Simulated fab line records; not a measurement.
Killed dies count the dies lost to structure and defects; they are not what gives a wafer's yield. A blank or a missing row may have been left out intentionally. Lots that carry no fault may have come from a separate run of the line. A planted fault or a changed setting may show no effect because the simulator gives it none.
Matching of chambers :: flow gf180mcu :: 4 sister chambers for GF_V1_ETCH_16 on rie-diel-04
The step etches BARC in N2/H2. 4 wafers are shown with their chamber, then 10 later ones without.

WAFERS, EACH WITH ITS CHAMBER
wafer: L083.1
chamber: 2
oes-product-au (a.u.): 0.854

wafer: L083.5
chamber: 1
oes-product-au (a.u.): 0.856

wafer: L087.2
chamber: 3
oes-product-au (a.u.): 0.859

wafer: L087.3
chamber: 0
oes-product-au (a.u.): 0.851

WAFERS WITHOUT THEIR CHAMBER
wafer: L087.4
oes-product-au (a.u.): 0.855

wafer: L088.2
oes-product-au (a.u.): 0.854

wafer: L088.4
oes-product-au (a.u.): 0.860

wafer: L088.6
oes-product-au (a.u.): 0.855

wafer: L090.1
oes-product-au (a.u.): 0.861

wafer: L090.4
oes-product-au (a.u.): 0.861

wafer: L090.6
oes-product-au (a.u.): 0.860

wafer: L096.1
oes-product-au (a.u.): 0.856

wafer: L096.4
oes-product-au (a.u.): 0.859

wafer: L096.6
oes-product-au (a.u.): 0.861

CHAMBER TAKEN BY EACH
wafer: L087.4
from the rows above: can't be placed: 1 or 2
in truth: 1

wafer: L088.2
from the rows above: can't be placed: 2 or 1
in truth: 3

wafer: L088.4
from the rows above: 3
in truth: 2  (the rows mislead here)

wafer: L088.6
from the rows above: can't be placed: 1 or 2
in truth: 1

wafer: L090.1
from the rows above: 3
in truth: 3

wafer: L090.4
from the rows above: 3
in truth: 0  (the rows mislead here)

wafer: L090.6
from the rows above: 3
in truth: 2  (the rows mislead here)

wafer: L096.1
from the rows above: can't be placed: 1 or 2
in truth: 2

wafer: L096.4
from the rows above: 3
in truth: 3

wafer: L096.6
from the rows above: 3
in truth: 3
Correctly placed: 3 of 10. Can't be placed from these rows: 4 (the true chamber is among the candidates in 3). Placed wrongly: 3.
How it was worked out, from the rows above alone: a wafer's distance from a chamber is the root of the sum, over the readings, of the square of ((its reading less the chamber's mean) divided by the reading's scatter). The wafer belongs to the nearest chamber; if the next one is less than 2 further off, it can't be placed. The mean given for a chamber averages the wafers shown for that chamber. The scatter (one wafer shown for each chamber): square how far every hidden wafer sits from the nearest shown wafer, average those squares and take the square root.
